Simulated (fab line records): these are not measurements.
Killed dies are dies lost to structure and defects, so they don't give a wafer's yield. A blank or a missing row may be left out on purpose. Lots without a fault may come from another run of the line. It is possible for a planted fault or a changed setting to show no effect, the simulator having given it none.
fab line records	flow gf180mcu
record: lots: 24	wafers: 72	last-day: 34
route steps=602 shown MVPSD@88 DUAL_GATE@154 M2@368 V2@384 M3@423
lots with no fault: from the same line, run without faults
start-h: hours from the record's opening day to when the first of the lot's shown wafers began	wait-h: hours from the lot's prior step to this one	" same as the row above	L1.1+2: several wafers, shown together as one row	- either no value or no given start	* or withheld: withheld	< > ~ a bound
route shown NAME@n: a module of which the file shows steps, and the number in the route of the first	usual: average and standard deviation across the fault-free wafers	same: alike in all rows	chamber/n: place in a boat	sites: the reading at each site	_std_site: standard deviation of those values	_edge_site: mean of outer sites minus mean of inner sites	radius-mm: how far each site lies from the wafer's centre	mask NAME#n: copy n	behind: the tool/chamber that last shaped the wafer	hold: why the lot went on hold/how many hours it stayed there/how the hold came to an end	device: the transistor (n, p or np) that didn't switch	end of line: tests run on the same wafers once the route is complete	a step without rows: its recipe alone	killed: dies that structure and defects cost at the first sort, which is not the same as the wafer's yield	map: per-die view of a wafer (x killed, . not killed, _ where there is no die)
set.NAME: setting as actually run; set.NAME@STEP: the setting as run at that earlier step	model.NAME: the simulator's own value behind a step, which no gauge read
route steps across a sampled set of lots; one table per step, one row per wafer
services: the hour from which a tool's chamber was out of use, counted from the record's first day as start-h (under 0 if before that day), plus the number of hours and why
== steps ==
step: GF_MVPSD_STRIP_10
recipe: chemistry: O2/N2	power-w: 1400	pressure-mtorr: 1500	platen-temp-c: 250	o2-flow-sccm: 3000	n2-flow-sccm: 300	overash-fraction: 0.5
usual: drypump-motor-current-A: 5.7/0.36	heater-power-w: 339/23	oes-product-au: 0.723/0.0042	strip-time-to-endpoint-s: 36.91/0.1
lot.wafer	tool	chamber	start-h	wait-h	drypump-motor-current-A	heater-power-w	oes-product-au	rf-hours-counter-h	strip-time-to-endpoint-s
L074.4	plasma-asher-01	0	97.48	0.1	5.6	353	0.724	-	36.95
L074.5	"	1	"	"	6.1	350	0.729	-	36.86
L074.6	"	0	"	"	5.6	347	0.721	-	36.89
L075.1	plasma-asher-01	1	99.54	0.1	6.1	347	0.721	29	36.99
L075.2	"	0	"	"	5.6	344	0.723	29	36.96
L075.6	"	1	"	"	6.1	351	0.718	-	36.98
L076.1	plasma-asher-01	0	107.89	0.1	5.6	345	0.725	30	36.91
L076.3	"	1	"	"	6.1	343	0.721	-	37.01
L076.4	"	0	"	"	5.6	349	0.717	-	36.93
L077.2	plasma-asher-02	1	112.04	0.1	6.0	312	0.723	40	37.00
L077.3	"	0	"	"	5.2	356	0.731	-	37.04
L077.5	"	0	"	"	5.2	372	0.718	-	36.95
L078.1	plasma-asher-02	1	115.24	0.1	5.9	314	0.723	40	36.82
L078.2	"	0	"	"	5.3	371	0.717	40	36.86
L078.4	"	1	"	"	6.0	318	0.727	-	36.78
L079.1	plasma-asher-02	0	124.69	0.1	5.3	373	0.724	42	37.00
L079.3	"	1	"	"	6.0	315	0.722	-	37.14
L079.4	"	0	"	"	5.3	370	0.722	-	36.98
L080.3	plasma-asher-02	1	132.77	0.1	6.0	313	0.724	-	36.86
L080.5	"	1	"	"	6.0	309	0.729	-	36.83
L080.6	"	0	"	"	5.2	378	0.724	-	36.95
L081.2	plasma-asher-02	1	143.59	0.1	6.0	319	0.729	44	36.76
L081.5	"	0	"	"	5.3	366	0.717	-	36.91
L081.6	"	1	"	"	6.0	305	0.726	-	36.91
L082.2	plasma-asher-04	0	151.54	0.1	5.0	336	0.723	48	36.85
L082.4	"	0	"	"	5.0	341	0.725	-	36.88
L082.5	"	1	"	"	6.0	305	0.718	-	36.83
L083.1	plasma-asher-02	0	151.89	0.1	5.3	371	0.728	44	37.00
L083.2	"	1	"	"	5.9	316	0.731	44	37.00
L083.6	"	1	"	"	5.9	308	0.722	-	36.89
L084.1	plasma-asher-04	1	163.29	0.1	6.0	294	0.732	50	36.95
L084.3	"	0	"	"	5.0	338	0.725	-	36.77
L084.6	"	1	"	"	6.0	300	0.721	-	36.88
L085.1	plasma-asher-01	1	169.94	0.1	6.0	349	0.719	36	36.88
L085.3	"	0	"	"	5.6	346	0.719	-	36.98
L085.6	"	1	"	"	6.1	347	0.724	-	36.89
L086.3	plasma-asher-02	0	175.22	0.1	5.3	362	0.723	-	36.85
L086.5	"	0	"	"	5.2	369	0.719	-	36.83
L086.6	"	1	"	"	6.0	314	0.720	-	36.85
L088.1	plasma-asher-02	0	185.39	0.1	5.2	367	0.727	48	37.14
L088.3	"	1	"	"	5.9	313	0.721	-	37.24
L088.6	"	1	"	"	6.0	306	0.728	-	37.23
L087.1	plasma-asher-01	0	185.74	0.1	5.6	348	0.730	38	36.81
L087.4	"	0	"	"	5.6	341	0.722	-	36.90
L087.6	"	0	"	"	5.6	338	0.722	-	36.87
L090.1	plasma-asher-02	0	195.44	0.1	5.3	361	0.720	49	36.97
L090.4	"	0	"	"	5.2	363	0.712	-	37.07
L090.5	"	1	"	"	5.9	307	0.723	-	37.13
L089.1	plasma-asher-01	0	196.89	0.1	5.6	355	0.721	39	36.94
L089.3	"	1	"	"	6.1	346	0.730	-	36.98
L089.4	"	0	"	"	5.6	355	0.730	-	36.92
L091.2	plasma-asher-04	1	201.69	0.1	6.0	290	0.726	53	36.94
L091.3	"	0	"	"	5.0	334	0.723	-	36.94
L091.6	"	0	"	"	5.0	339	0.725	-	36.80
L092.1	plasma-asher-01	1	206.64	0.1	6.1	344	0.716	40	36.88
L092.2	"	0	"	"	5.6	340	0.718	40	36.75
L092.3	"	0	"	"	5.6	345	0.725	-	36.87
L093.1	plasma-asher-02	0	214.29	0.1	5.3	365	0.721	51	36.89
L093.3	"	0	"	"	5.2	372	0.721	-	36.83
L093.6	"	0	"	"	5.3	367	0.723	-	36.86
L094.1	plasma-asher-02	1	220.49	0.1	6.0	321	0.733	52	36.90
L094.4	"	1	"	"	6.0	316	0.721	-	36.86
L094.5	"	1	"	"	5.9	309	0.729	-	36.94
L095.1	plasma-asher-02	0	222.29	0.1	5.2	374	0.725	52	36.78
L095.3	"	0	"	"	5.2	361	0.725	-	36.79
L095.4	"	1	"	"	6.0	304	0.718	-	36.80
L096.2	plasma-asher-02	1	229.24	0.1	6.0	322	0.724	53	36.93
L096.4	"	1	"	"	5.9	302	0.725	-	37.05
L096.5	"	0	"	"	5.3	373	0.722	-	36.93
L097.1	plasma-asher-01	0	235.69	0.1	5.6	339	0.725	43	36.96
L097.2	"	1	"	"	6.1	355	0.720	43	36.86
L097.6	"	1	"	"	6.1	349	0.729	-	37.02
step: GF_DUAL_GATE_STRIP_13
recipe: chemistry: O2/N2	power-w: 1400	pressure-mtorr: 1500	platen-temp-c: 250	o2-flow-sccm: 3000	n2-flow-sccm: 300	overash-fraction: 0.5
usual: drypump-motor-current-A: 5.4/0.52	heater-power-w: 324/19	oes-product-au: 0.715/0.0044	strip-time-to-endpoint-s: 12.62/0.044
lot.wafer	tool	chamber	start-h	wait-h	drypump-motor-current-A	heater-power-w	oes-product-au	rf-hours-counter-h	strip-time-to-endpoint-s
L074.4	plasma-asher-03	0	175.60	0.0	4.6	316	0.711	-	12.72
L074.5	"	0	"	"	4.6	313	0.718	-	12.66
L074.6	"	1	"	"	5.2	307	0.717	-	12.71
L075.1	plasma-asher-01	1	176.82	0.0	6.1	345	0.716	37	12.54
L075.2	"	0	"	"	5.6	341	0.718	37	12.58
L075.6	"	1	"	"	6.1	352	0.717	-	12.62
L076.1	plasma-asher-04	1	185.93	0.0	6.0	300	0.714	52	12.60
L076.3	"	1	"	"	6.0	296	0.714	-	12.60
L076.4	"	0	"	"	5.0	330	0.721	-	12.59
L077.2	plasma-asher-03	0	191.43	0.0	4.7	322	0.720	8	12.59
L077.3	"	0	"	"	4.7	311	0.714	-	12.61
L077.5	"	1	"	"	5.2	309	0.710	-	12.62
L078.1	plasma-asher-01	0	196.23	0.0	5.6	345	0.716	39	12.71
L078.2	"	1	"	"	6.1	347	0.712	39	12.74
L078.4	"	0	"	"	5.6	348	0.714	-	12.68
L079.1	plasma-asher-03	1	207.79	0.0	5.2	307	0.722	9	12.61
L079.3	"	0	"	"	4.7	322	0.714	-	12.56
L079.4	"	1	"	"	5.2	317	0.710	-	12.55
L080.3	plasma-asher-03	0	217.46	0.0	4.7	317	0.714	-	12.66
L080.5	"	0	"	"	4.6	311	0.717	-	12.65
L080.6	"	1	"	"	5.2	303	0.715	-	12.59
L081.2	plasma-asher-04	0	229.58	0.0	5.0	334	0.720	56	12.63
L081.5	"	1	"	"	6.0	299	0.709	-	12.63
L081.6	"	0	"	"	5.0	332	0.719	-	12.65
L082.2	plasma-asher-04	1	239.23	0.0	6.0	295	0.714	57	12.58
L082.4	"	0	"	"	5.1	341	0.721	-	12.59
L082.5	"	1	"	"	6.0	297	0.716	-	12.59
L083.1	plasma-asher-03	1	240.22	0.0	5.2	307	0.719	12	12.63
L083.2	"	0	"	"	4.6	322	0.718	12	12.61
L083.6	"	1	"	"	5.2	310	0.710	-	12.63
L084.1	plasma-asher-03	1	252.42	0.0	5.2	323	0.721	13	12.66
L084.3	"	0	"	"	4.6	312	0.716	-	12.63
L084.6	"	0	"	"	4.6	313	0.718	-	12.65
L085.1	plasma-asher-04	1	260.27	0.0	6.0	306	0.715	59	12.59
L085.3	"	0	"	"	5.0	328	0.718	-	12.66
L085.6	"	1	"	"	6.0	295	0.714	-	12.63
L086.3	plasma-asher-01	1	269.75	0.0	6.1	348	0.713	-	12.71
L086.5	"	0	"	"	5.6	337	0.713	-	12.66
L086.6	"	1	"	"	6.1	337	0.718	-	12.68
L087.1	plasma-asher-04	0	279.24	0.0	5.1	328	0.720	61	12.67
L087.4	"	1	"	"	6.0	296	0.710	-	12.67
L087.6	"	1	"	"	6.0	299	0.716	-	12.69
L088.1	plasma-asher-01	1	279.54	0.0	6.1	359	0.707	48	12.61
L088.3	"	0	"	"	5.6	349	0.715	-	12.62
L088.6	"	1	"	"	6.0	345	0.715	-	12.62
L090.1	plasma-asher-01	1	289.53	0.0	6.1	358	0.714	49	12.58
L090.4	"	0	"	"	5.6	341	0.712	-	12.56
L090.5	"	0	"	"	5.6	342	0.707	-	12.61
L089.1	plasma-asher-04	1	292.62	0.0	6.0	301	0.715	63	12.65
L089.3	"	1	"	"	6.0	301	0.718	-	12.64
L089.4	"	0	"	"	5.0	336	0.716	-	12.66
L091.2	plasma-asher-03	0	297.18	0.0	4.6	313	0.705	18	12.57
L091.3	"	0	"	"	4.6	316	0.718	-	12.61
L091.6	"	1	"	"	5.2	318	0.725	-	12.58
L092.1	plasma-asher-01	1	303.58	0.0	6.1	356	0.708	50	12.62
L092.2	"	0	"	"	5.6	352	0.716	50	12.63
L092.3	"	0	"	"	5.6	349	0.715	-	12.65
L093.1	plasma-asher-03	1	311.78	0.0	5.2	313	0.712	19	12.70
L093.3	"	1	"	"	5.2	310	0.726	-	12.66
L093.6	"	0	"	"	4.7	315	0.713	-	12.71
L094.1	plasma-asher-04	1	318.08	0.0	6.0	297	0.711	65	12.61
L094.4	"	0	"	"	5.1	343	0.713	-	12.64
L094.5	"	1	"	"	6.0	287	0.707	-	12.57
L095.1	plasma-asher-04	1	321.77	0.0	6.0	291	0.713	66	12.65
L095.3	"	1	"	"	6.0	292	0.722	-	12.63
L095.4	"	0	"	"	5.1	332	0.715	-	12.64
L096.2	plasma-asher-01	0	329.98	0.0	5.6	342	0.714	53	12.64
L096.4	"	0	"	"	5.6	343	0.708	-	12.59
L096.5	"	1	"	"	6.1	344	0.710	-	12.60
L097.1	plasma-asher-04	1	336.77	0.0	6.0	293	0.717	67	12.52
L097.2	"	0	"	"	5.0	345	0.726	67	12.55
L097.6	"	0	"	"	5.1	328	0.712	-	12.59
step: GF_M2_THK_MEAS_06
recipe: thk-meas-gauge: xrf	reads: AlCu_of_M2_SPUTTER_02
usual: M2_ALCU_THK: 453/7.2
lot.wafer	tool	chamber	start-h	wait-h	M2_ALCU_THK[nm]
L074.4	film-metro-01	-	415.77	0.1	461
L074.5	"	-	"	"	461
L074.6	"	-	"	"	448
L075.1	film-metro-02	-	420.41	0.1	463
L075.2	"	-	"	"	442
L075.6	"	-	"	"	460
L076.1	film-metro-04	-	425.60	0.1	440
L076.3	"	-	"	"	439
L076.4	"	-	"	"	443
L077.2	film-metro-04	-	435.55	0.1	455
L077.3	"	-	"	"	454
L077.5	"	-	"	"	452
L078.1	film-metro-04	-	438.42	0.1	441
L078.2	"	-	"	"	443
L078.4	"	-	"	"	444
L079.1	film-metro-04	-	455.43	0.1	445
L079.3	"	-	"	"	445
L079.4	"	-	"	"	445
L080.3	film-metro-02	-	467.47	0.1	453
L080.5	"	-	"	"	459
L080.6	"	-	"	"	455
L081.2	film-metro-02	-	482.19	0.1	435
L081.5	"	-	"	"	437
L081.6	"	-	"	"	448
L082.2	film-metro-01	-	494.61	0.1	453
L082.4	"	-	"	"	455
L082.5	"	-	"	"	453
L083.1	film-metro-04	-	499.49	0.1	464
L083.2	"	-	"	"	455
L083.6	"	-	"	"	455
L084.1	film-metro-04	-	509.76	0.1	448
L084.3	"	-	"	"	461
L084.6	"	-	"	"	452
L085.1	film-metro-02	-	522.87	0.1	451
L085.3	"	-	"	"	440
L085.6	"	-	"	"	450
L086.3	film-metro-04	-	531.46	0.1	451
L086.5	"	-	"	"	453
L086.6	"	-	"	"	452
L087.1	film-metro-02	-	545.09	0.1	457
L087.4	"	-	"	"	454
L087.6	"	-	"	"	454
L088.1	film-metro-01	-	550.80	0.1	458
L088.3	"	-	"	"	454
L088.6	"	-	"	"	454
L090.1	film-metro-02	-	555.41	0.1	465
L090.4	"	-	"	"	465
L090.5	"	-	"	"	458
L091.2	film-metro-02	-	564.41	0.1	459
L091.3	"	-	"	"	456
L091.6	"	-	"	"	462
L089.1	film-metro-02	-	566.61	0.1	457
L089.3	"	-	"	"	457
L089.4	"	-	"	"	459
L092.1	film-metro-01	-	573.30	0.1	451
L092.2	"	-	"	"	461
L092.3	"	-	"	"	457
L093.1	film-metro-02	-	581.30	0.1	456
L093.3	"	-	"	"	452
L093.6	"	-	"	"	451
L094.1	film-metro-04	-	587.17	0.1	445
L094.4	"	-	"	"	446
L094.5	"	-	"	"	448
L095.1	film-metro-01	-	587.77	0.1	451
L095.3	"	-	"	"	459
L095.4	"	-	"	"	463
L096.2	film-metro-04	-	599.16	0.1	463
L096.4	"	-	"	"	454
L096.5	"	-	"	"	460
L097.1	film-metro-01	-	611.37	0.1	455
L097.2	"	-	"	"	450
L097.6	"	-	"	"	458
step: GF_V2_CVD_02
recipe: material: SiO2	target-thk-nm: 850	precursor: TEOS	temp-c: 400	time-s: 94.851	rf-w: 600
usual: heater-power-outer-w: 363/67	heater-power-w: 635/75
lot.wafer	tool	chamber	start-h	wait-h	heater-power-outer-w	heater-power-w
L074.4	pecvd-04	2	440.08	0.1	273	542
L074.5	"	1	"	"	453	717
L074.6	"	2	"	"	300	565
L075.1	pecvd-03	1	445.58	0.1	397	661
L075.2	"	2	"	"	474	780
L075.6	"	0	"	"	345	623
L076.1	pecvd-02	0	450.57	0.1	415	665
L076.3	"	1	"	"	329	646
L076.4	"	2	"	"	387	647
L077.2	pecvd-03	2	460.24	0.0	377	671
L077.3	"	1	"	"	361	590
L077.5	"	2	"	"	433	754
L078.1	pecvd-04	2	463.63	0.1	302	610
L078.2	"	0	"	"	295	567
L078.4	"	1	"	"	448	734
L079.1	pecvd-03	1	480.21	0.1	359	578
L079.3	"	2	"	"	431	747
L079.4	"	1	"	"	401	636
L080.3	pecvd-04	2	492.41	0.0	277	538
L080.5	"	0	"	"	234	481
L080.6	"	2	"	"	296	568
L081.2	pecvd-03	0	506.45	0.0	342	619
L081.5	"	0	"	"	370	661
L081.6	"	2	"	"	363	627
L082.2	pecvd-03	1	518.77	0.0	452	713
L082.4	"	1	"	"	342	570
L082.5	"	2	"	"	430	730
L083.1	pecvd-03	1	524.50	0.1	341	596
L083.2	"	2	"	"	382	674
L083.6	"	1	"	"	402	628
L084.1	pecvd-03	0	533.98	0.1	308	584
L084.3	"	1	"	"	373	600
L084.6	"	0	"	"	353	627
L085.1	pecvd-03	1	546.34	0.1	424	679
L085.3	"	2	"	"	441	730
L085.6	"	2	"	"	461	784
L086.3	pecvd-04	2	554.25	0.0	307	583
L086.5	"	0	"	"	321	633
L086.6	"	1	"	"	449	713
L087.1	pecvd-04	0	567.67	0.1	286	561
L087.4	"	1	"	"	409	671
L087.6	"	2	"	"	292	560
L088.1	pecvd-03	2	573.44	0.1	449	774
L088.3	"	1	"	"	449	721
L088.6	"	0	"	"	366	653
L090.1	pecvd-04	1	578.03	0.1	388	643
L090.4	"	1	"	"	404	682
L090.5	"	0	"	"	234	486
L091.2	pecvd-02	1	586.92	0.0	364	692
L091.3	"	0	"	"	423	674
L091.6	"	1	"	"	256	535
L089.1	pecvd-04	0	588.59	0.1	324	608
L089.3	"	1	"	"	407	655
L089.4	"	1	"	"	433	714
L092.1	pecvd-04	0	594.92	0.1	249	511
L092.2	"	2	"	"	292	546
L092.3	"	1	"	"	436	687
L093.1	pecvd-04	2	603.18	0.1	293	548
L093.3	"	0	"	"	335	625
L093.6	"	1	"	"	460	729
L094.1	pecvd-03	1	607.99	0.1	430	697
L094.4	"	2	"	"	354	623
L094.5	"	0	"	"	273	535
L095.1	pecvd-03	2	609.24	0.1	425	708
L095.3	"	0	"	"	289	555
L095.4	"	0	"	"	320	601
L096.2	pecvd-04	0	620.05	0.0	322	600
L096.4	"	0	"	"	324	633
L096.5	"	2	"	"	312	587
L097.1	pecvd-03	1	632.92	0.1	431	669
L097.2	"	2	"	"	414	712
L097.6	"	1	"	"	447	699
step: GF_V2_BOW_MEAS_05
recipe: mode: bow
usual: V2_BOW: 100/7.4
lot.wafer	tool	chamber	start-h	wait-h	V2_BOW[um]
L074.4	film-metro-01	-	440.57	0.3	100
L074.5	"	-	"	"	96
L074.6	"	-	"	"	97
L075.1	film-metro-03	-	446.00	0.1	116
L075.2	"	-	"	"	96
L075.6	"	-	"	"	108
L076.1	film-metro-03	-	451.00	0.2	92
L076.3	"	-	"	"	98
L076.4	"	-	"	"	91
L077.2	film-metro-02	-	460.69	0.2	102
L077.3	"	-	"	"	109
L077.5	"	-	"	"	97
L078.1	film-metro-03	-	464.06	0.2	98
L078.2	"	-	"	"	91
L078.4	"	-	"	"	83
L079.1	film-metro-03	-	480.83	0.1	92
L079.3	"	-	"	"	96
L079.4	"	-	"	"	96
L080.3	film-metro-03	-	492.88	0.2	107
L080.5	"	-	"	"	108
L080.6	"	-	"	"	98
L081.2	film-metro-01	-	506.89	0.2	108
L081.5	"	-	"	"	103
L081.6	"	-	"	"	101
L082.2	film-metro-02	-	519.22	0.1	101
L082.4	"	-	"	"	102
L082.5	"	-	"	"	109
L083.1	film-metro-03	-	524.93	0.1	99
L083.2	"	-	"	"	97
L083.6	"	-	"	"	98
L084.1	film-metro-02	-	534.41	0.1	107
L084.3	"	-	"	"	94
L084.6	"	-	"	"	101
L085.1	film-metro-02	-	546.77	0.2	109
L085.3	"	-	"	"	100
L085.6	"	-	"	"	106
L086.3	film-metro-02	-	554.72	0.1	93
L086.5	"	-	"	"	93
L086.6	"	-	"	"	105
L087.1	film-metro-03	-	568.10	0.1	95
L087.4	"	-	"	"	90
L087.6	"	-	"	"	101
L088.1	film-metro-03	-	573.87	0.1	96
L088.3	"	-	"	"	97
L088.6	"	-	"	"	104
L090.1	film-metro-01	-	578.46	0.2	99
L090.4	"	-	"	"	88
L090.5	"	-	"	"	92
L091.2	film-metro-02	-	587.72	0.2	101
L091.3	"	-	"	"	98
L091.6	"	-	"	"	102
L089.1	film-metro-02	-	589.21	0.2	97
L089.3	"	-	"	"	96
L089.4	"	-	"	"	107
L092.1	film-metro-03	-	595.36	0.1	104
L092.2	"	-	"	"	100
L092.3	"	-	"	"	99
L093.1	film-metro-03	-	603.61	0.2	99
L093.3	"	-	"	"	96
L093.6	"	-	"	"	94
L094.1	film-metro-02	-	608.42	0.1	110
L094.4	"	-	"	"	97
L094.5	"	-	"	"	106
L095.1	film-metro-03	-	609.67	0.2	100
L095.3	"	-	"	"	107
L095.4	"	-	"	"	104
L096.2	film-metro-01	-	620.50	0.2	104
L096.4	"	-	"	"	82
L096.5	"	-	"	"	95
L097.1	film-metro-01	-	633.35	0.2	111
L097.2	"	-	"	"	118
L097.6	"	-	"	"	115
step: GF_M3_CD_MEAS_14
recipe: target-cd-nm: 280
usual: cd-nm: 279.4/1.1
lot.wafer	tool	chamber	start-h	wait-h	cd-nm
L074.4	cd-sem-01	-	491.02	0.1	278.6
L074.5	"	-	"	"	279.9
L074.6	"	-	"	"	278.9
L075.1	cd-sem-01	-	495.82	0.2	278.2
L075.2	"	-	"	"	277.5
L075.6	"	-	"	"	277.2
L076.1	cd-sem-01	-	501.05	0.1	282.7
L076.3	"	-	"	"	280.3
L076.4	"	-	"	"	280.4
L077.2	cd-sem-02	-	510.22	0.1	280.7
L077.3	"	-	"	"	281.0
L077.5	"	-	"	"	280.7
L078.1	cd-sem-02	-	513.30	0.1	278.9
L078.2	"	-	"	"	279.3
L078.4	"	-	"	"	279.1
L079.1	cd-sem-02	-	529.20	0.1	280.1
L079.3	"	-	"	"	280.7
L079.4	"	-	"	"	280.5
L080.3	cd-sem-02	-	541.04	0.1	279.5
L080.5	"	-	"	"	277.6
L080.6	"	-	"	"	279.5
L081.2	cd-sem-02	-	554.23	0.1	279.5
L081.5	"	-	"	"	279.8
L081.6	"	-	"	"	280.0
L082.2	cd-sem-01	-	565.22	0.1	280.8
L082.4	"	-	"	"	280.5
L082.5	"	-	"	"	279.6
L083.1	cd-sem-01	-	570.66	0.1	280.6
L083.2	"	-	"	"	279.0
L083.6	"	-	"	"	279.8
L084.1	cd-sem-01	-	579.50	0.1	279.2
L084.3	"	-	"	"	278.8
L084.6	"	-	"	"	279.8
L085.1	cd-sem-02	-	591.85	0.1	280.3
L085.3	"	-	"	"	279.8
L085.6	"	-	"	"	277.8
L086.3	cd-sem-02	-	598.30	0.1	280.4
L086.5	"	-	"	"	279.7
L086.6	"	-	"	"	278.1
L087.1	cd-sem-01	-	612.25	0.1	278.3
L087.4	"	-	"	"	279.1
L087.6	"	-	"	"	279.5
L088.1	cd-sem-02	-	617.09	0.3	278.7
L088.3	"	-	"	"	278.9
L088.6	"	-	"	"	279.4
L090.1	cd-sem-02	-	621.70	0.1	280.0
L090.4	"	-	"	"	279.5
L090.5	"	-	"	"	279.8
L091.2	cd-sem-01	-	630.47	0.1	278.5
L091.3	"	-	"	"	279.8
L091.6	"	-	"	"	279.4
L089.1	cd-sem-01	-	632.00	0.1	281.9
L089.3	"	-	"	"	281.5
L089.4	"	-	"	"	280.8
L092.1	cd-sem-01	-	637.72	0.1	278.4
L092.2	"	-	"	"	277.8
L092.3	"	-	"	"	278.3
L093.1	cd-sem-01	-	646.10	0.1	278.0
L093.3	"	-	"	"	277.8
L093.6	"	-	"	"	276.8
L094.1	cd-sem-02	-	650.35	0.1	279.3
L094.4	"	-	"	"	280.5
L094.5	"	-	"	"	280.0
L095.1	cd-sem-02	-	651.85	0.1	279.4
L095.3	"	-	"	"	278.1
L095.4	"	-	"	"	278.5
L096.2	cd-sem-02	-	661.93	0.1	279.4
L096.4	"	-	"	"	279.2
L096.5	"	-	"	"	279.0
L097.1	cd-sem-02	-	673.85	0.1	280.4
L097.2	"	-	"	"	281.0
L097.6	"	-	"	"	279.7
== services ==
tool	chamber	start-h	hours	kind
plasma-asher-04	-	101.16	1.5	repair
plasma-asher-01	-	123.77	2.8	pm
plasma-asher-04	-	159.66	1.0	repair
pecvd-03	-	160.62	14.0	pm
pecvd-03	-	174.62	5.5	pm
plasma-asher-04	-	183.11	2.8	pm
pecvd-03	-	217.86	1.8	repair
plasma-asher-02	-	267.96	10.7	repair
pecvd-03	-	336.88	2.8	pm
plasma-asher-01	-	353.32	2.0	repair
pecvd-03	2	365.14	5.6	repair
plasma-asher-02	-	365.73	10.5	repair
plasma-asher-02	-	402.68	2.5	repair
pecvd-03	-	403.34	14.6	pm
plasma-asher-04	-	421.25	9.0	pm
pecvd-03	-	439.09	6.0	pm
plasma-asher-04	-	440.62	28.1	pm
plasma-asher-01	-	474.40	6.0	pm
plasma-asher-02	-	538.58	2.8	pm
pecvd-03	-	549.69	3.3	repair
plasma-asher-04	-	550.33	14.6	pm
plasma-asher-02	-	574.57	1.5	repair
plasma-asher-04	-	588.60	1.8	repair
plasma-asher-01	-	612.48	1.2	repair
== key ==
fault none
